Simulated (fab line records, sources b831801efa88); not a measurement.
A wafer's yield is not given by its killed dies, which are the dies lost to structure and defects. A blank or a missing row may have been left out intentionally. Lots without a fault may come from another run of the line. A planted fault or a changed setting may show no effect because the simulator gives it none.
What tool caused it? / flow gf180mcu / 11 lots, 33 wafers sampled, at 7 steps of a route of 602

WHAT THE GAUGES READ, wafer by wafer
GF_POLY_GATE_CD_MEAS_18. Usual: cd-nm at 280.1 nm, with a standard deviation of 2.
lot=L580; measured=day 10 05:24; on=cd-sem-02; cd-nm (nm)=275.5 277.4 278.0; flag=
lot=L582; measured=day 10 18:59; on=cd-sem-02; cd-nm (nm)=281.0 281.6 283.1; flag=
lot=L583; measured=day 11 05:31; on=cd-sem-01; cd-nm (nm)=276.0 278.6 276.2; flag=
lot=L584; measured=day 11 11:07; on=cd-sem-01; cd-nm (nm)=279.3 279.9 280.5; flag=
lot=L585; measured=day 11 16:10; on=cd-sem-01; cd-nm (nm)=280.6 280.1 281.5; flag=
lot=L586; measured=day 11 21:01; on=cd-sem-02; cd-nm (nm)=278.9 280.3 277.7; flag=
lot=L595; measured=day 14 16:05; on=cd-sem-02; cd-nm (nm)=279.8 277.4 278.6; flag=
lot=L597; measured=day 15 03:59; on=cd-sem-02; cd-nm (nm)=278.5 280.4 282.6; flag=
lot=L598; measured=day 15 11:49; on=cd-sem-02; cd-nm (nm)=283.9 280.3 279.2; flag=
lot=L599; measured=day 16 07:14; on=cd-sem-01; cd-nm (nm)=281.0 283.7 281.6; flag=
lot=L600; measured=day 16 09:37; on=cd-sem-02; cd-nm (nm)=277.7 280.5 278.1; flag=

GF_HV_LDD_OVL_MEAS_20. Usual: HV_LDD_01_OVL gives 0.4 nm (standard deviation 1.4).
lot=L580; measured=day 11 18:06; on=overlay-01; HV_LDD_01_OVL (nm)=2.0 2.1 0.1; flag=
lot=L582; measured=day 12 08:49; on=overlay-02; HV_LDD_01_OVL (nm)=0.7 -0.7 -2.3; flag=
lot=L583; measured=day 12 20:21; on=overlay-02; HV_LDD_01_OVL (nm)=1.0 1.5 1.4; flag=
lot=L584; measured=day 13 01:28; on=overlay-02; HV_LDD_01_OVL (nm)=1.4 -0.5 0.1; flag=
lot=L585; measured=day 13 07:19; on=overlay-02; HV_LDD_01_OVL (nm)=-0.7 1.6 1.0; flag=
lot=L586; measured=day 13 12:05; on=overlay-02; HV_LDD_01_OVL (nm)=1.3 4.2 3.5; flag=
lot=L595; measured=day 16 12:07; on=overlay-02; HV_LDD_01_OVL (nm)=1.8 1.3 1.9; flag=
lot=L597; measured=day 17 00:07; on=overlay-02; HV_LDD_01_OVL (nm)=-0.6 -1.4 -0.3; flag=
lot=L598; measured=day 17 08:58; on=overlay-02; HV_LDD_01_OVL (nm)=0.9 -0.6 -0.1; flag=
lot=L599; measured=day 18 04:37; on=overlay-01; HV_LDD_01_OVL (nm)=0.8 3.1 2.2; flag=
lot=L600; measured=day 18 07:58; on=overlay-01; HV_LDD_01_OVL (nm)=0.8 -2.1 1.6; flag=

GF_PSD_TW_MEAS_11. Usual: PSD_TW gives 3158 (standard deviation 38).
lot=L580; measured=day 15 07:55; on=film-metro-04; PSD_TW=3117 3131 3127; flag=
lot=L582; measured=day 16 02:18; on=film-metro-04; PSD_TW=3146 3150 3159; flag=
lot=L583; measured=day 16 13:14; on=film-metro-02; PSD_TW=3246 3239 3254; flag=
lot=L584; measured=day 16 19:22; on=film-metro-04; PSD_TW=3171 3144 3164; flag=
lot=L585; measured=day 17 02:30; on=film-metro-02; PSD_TW=3373 3394 3414; flag=OFF
lot=L586; measured=day 17 08:02; on=film-metro-01; PSD_TW=3374 3344 3344; flag=OFF
lot=L595; measured=day 20 15:22; on=film-metro-04; PSD_TW=3111 3142 3117; flag=
lot=L597; measured=day 21 04:25; on=film-metro-01; PSD_TW=3130 3119 3129; flag=
lot=L598; measured=day 21 13:40; on=film-metro-04; PSD_TW=3117 3117 3097; flag=
lot=L599; measured=day 22 09:44; on=film-metro-01; PSD_TW=3137 3136 3141; flag=
lot=L600; measured=day 22 13:06; on=film-metro-02; PSD_TW=3196 3181 3200; flag=

GF_PSD_RS_MEAS_15: uses a four-point probe to measure. Usual: PSD_RS gives 108.48 ohm/sq (standard deviation 0.27).
lot=L580; measured=day 15 08:13; on=film-metro-02; PSD_RS (ohm/sq)=108.40 108.80 108.56; flag=
lot=L582; measured=day 16 02:38; on=film-metro-01; PSD_RS (ohm/sq)=108.37 108.27 108.13; flag=
lot=L583; measured=day 16 13:34; on=film-metro-02; PSD_RS (ohm/sq)=108.26 108.09 108.08; flag=
lot=L584; measured=day 16 19:41; on=film-metro-01; PSD_RS (ohm/sq)=108.27 108.76 108.45; flag=
lot=L585; measured=day 17 02:49; on=film-metro-01; PSD_RS (ohm/sq)=100.23 100.34 100.33; flag=OFF
lot=L586; measured=day 17 08:23; on=film-metro-04; PSD_RS (ohm/sq)=99.80 100.01 100.20; flag=OFF
lot=L595; measured=day 20 15:40; on=film-metro-02; PSD_RS (ohm/sq)=108.18 108.44 108.25; flag=
lot=L597; measured=day 21 04:43; on=film-metro-04; PSD_RS (ohm/sq)=108.65 108.85 108.62; flag=
lot=L598; measured=day 21 14:02; on=film-metro-02; PSD_RS (ohm/sq)=108.46 108.40 108.49; flag=
lot=L599; measured=day 22 10:07; on=film-metro-01; PSD_RS (ohm/sq)=108.65 108.56 108.93; flag=
lot=L600; measured=day 22 13:26; on=film-metro-02; PSD_RS (ohm/sq)=108.60 108.20 108.31; flag=

WHICH TOOL RAN EACH LOT (tool, then ch and the chambers of the sampled wafers, then the start)
lot=L580; GF_HV_LDD_STRIP_37=plasma-asher-03 ch 0,1, day 12 14:41; GF_PSD_IMPLANT_09=implanter-01 ch 0, day 15 07:40; GF_PSD_STRIP_10=plasma-asher-02 ch 0,1, day 15 07:49
lot=L582; GF_HV_LDD_STRIP_37=plasma-asher-01 ch 1, day 13 05:49; GF_PSD_IMPLANT_09=implanter-01 ch 0, day 16 02:04; GF_PSD_STRIP_10=plasma-asher-02 ch 0,1, day 16 02:11
lot=L583; GF_HV_LDD_STRIP_37=plasma-asher-04 ch 0,1, day 13 17:44; GF_PSD_IMPLANT_09=implanter-01 ch 0, day 16 13:01; GF_PSD_STRIP_10=plasma-asher-02 ch 0,1, day 16 13:08
lot=L584; GF_HV_LDD_STRIP_37=plasma-asher-01 ch 1, day 13 22:25; GF_PSD_IMPLANT_09=implanter-02 ch 0, day 16 19:08; GF_PSD_STRIP_10=plasma-asher-01 ch 0,1, day 16 19:15
lot=L585; GF_HV_LDD_STRIP_37=plasma-asher-01 ch 0,1, day 14 05:05; GF_PSD_IMPLANT_09=implanter-01 ch 0, day 17 02:15; GF_PSD_STRIP_10=plasma-asher-01 ch 0,1, day 17 02:24
lot=L586; GF_HV_LDD_STRIP_37=plasma-asher-03 ch 0,1, day 14 09:02; GF_PSD_IMPLANT_09=implanter-01 ch 0, day 17 07:50; GF_PSD_STRIP_10=plasma-asher-02 ch 0,1, day 17 07:56
lot=L595; GF_HV_LDD_STRIP_37=plasma-asher-04 ch 0,1, day 17 11:27; GF_PSD_IMPLANT_09=implanter-04 ch 0, day 20 15:07; GF_PSD_STRIP_10=plasma-asher-03 ch 0,1, day 20 15:16
lot=L597; GF_HV_LDD_STRIP_37=plasma-asher-03 ch 0,1, day 18 00:38; GF_PSD_IMPLANT_09=implanter-01 ch 0, day 21 04:10; GF_PSD_STRIP_10=plasma-asher-01 ch 0,1, day 21 04:19
lot=L598; GF_HV_LDD_STRIP_37=plasma-asher-03 ch 0,1, day 18 09:11; GF_PSD_IMPLANT_09=implanter-04 ch 0, day 21 13:26; GF_PSD_STRIP_10=plasma-asher-01 ch 0,1, day 21 13:33
lot=L599; GF_HV_LDD_STRIP_37=plasma-asher-04 ch 0, day 19 05:35; GF_PSD_IMPLANT_09=implanter-04 ch 0, day 22 09:29; GF_PSD_STRIP_10=plasma-asher-03 ch 0,1, day 22 09:38
lot=L600; GF_HV_LDD_STRIP_37=plasma-asher-01 ch 0,1, day 19 08:59; GF_PSD_IMPLANT_09=implanter-04 ch 0, day 22 12:52; GF_PSD_STRIP_10=plasma-asher-01 ch 0,1, day 22 12:59
- GF_HV_LDD_STRIP_37: strips in O2/N2.
- GF_PSD_IMPLANT_09
- GF_PSD_STRIP_10: strips in O2/N2.

WHAT THE TOOLS THEMSELVES READ (means of the sampled wafers that have a number; where no wafer has one, the mark that the record gives instead)
GF_HV_LDD_STRIP_37. Usual: drypump-motor-current-A 5.8 A, standard deviation 0.41; heater-power-w 326 W, standard deviation 31; oes-product-au 0.716 a.u., standard deviation 0.0046; strip-time-to-endpoint-s 12.627 s, standard deviation 0.029.
lot=L580; tool=plasma-asher-03; drypump-motor-current-A (A)=5.6; heater-power-w (W)=335; oes-product-au (a.u.)=0.714; strip-time-to-endpoint-s (s)=12.616; flag=
lot=L582; tool=plasma-asher-01; drypump-motor-current-A (A)=5.8; heater-power-w (W)=308; oes-product-au (a.u.)=0.718; strip-time-to-endpoint-s (s)=12.641; flag=
lot=L583; tool=plasma-asher-04; drypump-motor-current-A (A)=5.6; heater-power-w (W)=298; oes-product-au (a.u.)=0.710; strip-time-to-endpoint-s (s)=12.638; flag=
lot=L584; tool=plasma-asher-01; drypump-motor-current-A (A)=5.8; heater-power-w (W)=303; oes-product-au (a.u.)=0.719; strip-time-to-endpoint-s (s)=12.655; flag=
lot=L585; tool=plasma-asher-01; drypump-motor-current-A (A)=6.1; heater-power-w (W)=328; oes-product-au (a.u.)=0.717; strip-time-to-endpoint-s (s)=12.651; flag=
lot=L586; tool=plasma-asher-03; drypump-motor-current-A (A)=5.6; heater-power-w (W)=334; oes-product-au (a.u.)=0.718; strip-time-to-endpoint-s (s)=12.632; flag=
lot=L595; tool=plasma-asher-04; drypump-motor-current-A (A)=5.6; heater-power-w (W)=295; oes-product-au (a.u.)=0.717; strip-time-to-endpoint-s (s)=12.635; flag=
lot=L597; tool=plasma-asher-03; drypump-motor-current-A (A)=5.7; heater-power-w (W)=330; oes-product-au (a.u.)=0.716; strip-time-to-endpoint-s (s)=12.619; flag=
lot=L598; tool=plasma-asher-03; drypump-motor-current-A (A)=5.7; heater-power-w (W)=332; oes-product-au (a.u.)=0.715; strip-time-to-endpoint-s (s)=12.608; flag=
lot=L599; tool=plasma-asher-04; drypump-motor-current-A (A)=5.2; heater-power-w (W)=316; oes-product-au (a.u.)=0.719; strip-time-to-endpoint-s (s)=12.630; flag=
lot=L600; tool=plasma-asher-01; drypump-motor-current-A (A)=6.0; heater-power-w (W)=330; oes-product-au (a.u.)=0.718; strip-time-to-endpoint-s (s)=12.648; flag=

GF_PSD_IMPLANT_09. Usual: beam-energy-keV at 40.000, with a standard deviation of 0.011.
lot=L580 tool=implanter-01 beam-energy-keV=39.995 flag=
lot=L582 tool=implanter-01 beam-energy-keV=40.006 flag=
lot=L583 tool=implanter-01 beam-energy-keV=39.997 flag=
lot=L584 tool=implanter-02 beam-energy-keV=40.004 flag=
lot=L585 tool=implanter-01 beam-energy-keV=48.942 flag=OFF
lot=L586 tool=implanter-01 beam-energy-keV=48.939 flag=OFF
lot=L595 tool=implanter-04 beam-energy-keV=39.993 flag=
lot=L597 tool=implanter-01 beam-energy-keV=40.005 flag=
lot=L598 tool=implanter-04 beam-energy-keV=40.004 flag=
lot=L599 tool=implanter-04 beam-energy-keV=40.006 flag=
lot=L600 tool=implanter-04 beam-energy-keV=39.979 flag=

GF_PSD_STRIP_10. Usual: drypump-motor-current-A 5.8 A, standard deviation 0.35; heater-power-w 344 W, standard deviation 29; oes-product-au 0.592 a.u., standard deviation 0.0047; strip-time-to-endpoint-s 16.53 s, standard deviation 0.04.
lot=L580; tool=plasma-asher-02; drypump-motor-current-A (A)=5.5; heater-power-w (W)=367; oes-product-au (a.u.)=0.589; strip-time-to-endpoint-s (s)=16.54; flag=
lot=L582; tool=plasma-asher-02; drypump-motor-current-A (A)=5.6; heater-power-w (W)=337; oes-product-au (a.u.)=0.600; strip-time-to-endpoint-s (s)=16.54; flag=
lot=L583; tool=plasma-asher-02; drypump-motor-current-A (A)=5.6; heater-power-w (W)=340; oes-product-au (a.u.)=0.591; strip-time-to-endpoint-s (s)=16.59; flag=
lot=L584; tool=plasma-asher-01; drypump-motor-current-A (A)=6.3; heater-power-w (W)=350; oes-product-au (a.u.)=0.589; strip-time-to-endpoint-s (s)=16.52; flag=
lot=L585; tool=plasma-asher-01; drypump-motor-current-A (A)=6.0; heater-power-w (W)=330; oes-product-au (a.u.)=0.571; strip-time-to-endpoint-s (s)=17.37; flag=OFF
lot=L586; tool=plasma-asher-02; drypump-motor-current-A (A)=5.6; heater-power-w (W)=340; oes-product-au (a.u.)=0.574; strip-time-to-endpoint-s (s)=17.42; flag=OFF
lot=L595; tool=plasma-asher-03; drypump-motor-current-A (A)=5.7; heater-power-w (W)=340; oes-product-au (a.u.)=0.590; strip-time-to-endpoint-s (s)=16.52; flag=
lot=L597; tool=plasma-asher-01; drypump-motor-current-A (A)=6.1; heater-power-w (W)=328; oes-product-au (a.u.)=0.587; strip-time-to-endpoint-s (s)=16.50; flag=
lot=L598; tool=plasma-asher-01; drypump-motor-current-A (A)=6.3; heater-power-w (W)=351; oes-product-au (a.u.)=0.593; strip-time-to-endpoint-s (s)=16.48; flag=
lot=L599; tool=plasma-asher-03; drypump-motor-current-A (A)=5.7; heater-power-w (W)=328; oes-product-au (a.u.)=0.587; strip-time-to-endpoint-s (s)=16.53; flag=
lot=L600; tool=plasma-asher-01; drypump-motor-current-A (A)=6.0; heater-power-w (W)=329; oes-product-au (a.u.)=0.590; strip-time-to-endpoint-s (s)=16.51; flag=

THE ANSWER, worked out from the rows above alone
Rule: a lot is off if the mean of its wafers that have a number lies more than 3 standard deviations from the usual mean. A lot without any number at a reading at which 4 lots or more have one is off too. All remaining lots with rows at the step are treated as sound. After the gauges, taken in route order, come the tools' own readings; for these a lot's mean is taken, as printed above. The first step at which some lot is off is used, and at that step the reading that is off furthest; a lot without a number counts as furthest.
Off: L585, L586, seen at GF_PSD_TW_MEAS_11 (PSD_TW).
If a tool, at a process step before that reading, ran all the lots that are off and no sound lot after the first of them, it fits. Not tried: the gauges at GF_PSD_TW_MEAS_11; whatever is off there is also off at GF_PSD_IMPLANT_09, on other tools, and gauge error can't account for it. Of those tried, none fits.

WHAT THE SIMULATOR HAD INSERTED
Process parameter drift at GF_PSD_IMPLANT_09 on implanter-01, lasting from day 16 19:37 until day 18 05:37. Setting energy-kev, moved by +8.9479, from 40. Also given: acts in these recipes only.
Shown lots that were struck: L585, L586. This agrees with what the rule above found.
